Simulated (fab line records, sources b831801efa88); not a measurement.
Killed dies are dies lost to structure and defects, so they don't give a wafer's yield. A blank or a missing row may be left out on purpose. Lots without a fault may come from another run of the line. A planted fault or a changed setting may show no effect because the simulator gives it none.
Which tool did it? | flow gf180mcu | 6 lots, 18 wafers sampled, at 3 steps of a route of 602

WHAT THE GAUGES READ, wafer by wafer
GF_PSD_RS_MEAS_14: measures by four-point-probe.
lot  | measured     | on            | NSD_RS (ohm/sq)
L471 | day 14 13:05 | film_metro-02 | 46.08 46.13 46.21
L473 | day 15 17:15 | film_metro-03 | 46.18 46.14 46.15
L475 | day 16 00:40 | film_metro-04 | 46.23 46.18 46.32
L483 | day 18 20:54 | film_metro-04 | 46.23 46.16 46.25
L491 | day 21 14:46 | film_metro-04 | 46.04 46.21 46.19
L493 | day 22 12:19 | film_metro-02 | 46.07 45.99 46.08

WHICH TOOL RAN EACH LOT (tool, then ch and the chambers of the sampled wafers, then the start)
lot  | GF_HV_LDD_STRIP_37                   | GF_PSD_RTA_13
L471 | plasma_asher-03 ch 0,1, day 11 21:57 | rtp_anneal-02 ch 0, day 14 12:59
L473 | plasma_asher-02 ch 0,1, day 12 23:55 | rtp_anneal-01 ch 0, day 15 17:10
L475 | plasma_asher-03 ch 0,1, day 13 05:40 | rtp_anneal-02 ch 0, day 16 00:35
L483 | plasma_asher-02 ch 0,1, day 15 19:23 | rtp_anneal-01 ch 0, day 18 20:48
L491 | plasma_asher-01 ch 0,1, day 18 10:37 | rtp_anneal-02 ch 0, day 21 14:41
L493 | plasma_asher-03 ch 0,1, day 19 08:25 | rtp_anneal-02 ch 0, day 22 12:14
- GF_HV_LDD_STRIP_37: strips in O2/N2.
- GF_PSD_RTA_13: time 20 s.

THE ANSWER, worked out from the rows above alone
Rule: what is usual is taken from the lots themselves. Put in order of their means at a reading, lots are off if they are a third of the lots or fewer, leave a main group of 4 or more, and stand apart from it by a gap of 3 or more times the standard deviation of the main group's means; of several such gaps the widest counts. A main group whose means are all the same, to the digits that the tables above print for the reading, isn't used. A lot without any number at a reading at which 4 lots or more have one is off too. The other lots that the step has rows for count as sound.
No lot is off at any reading shown: from this, nothing can be told.

WHAT THE SIMULATOR HAD PUT IN
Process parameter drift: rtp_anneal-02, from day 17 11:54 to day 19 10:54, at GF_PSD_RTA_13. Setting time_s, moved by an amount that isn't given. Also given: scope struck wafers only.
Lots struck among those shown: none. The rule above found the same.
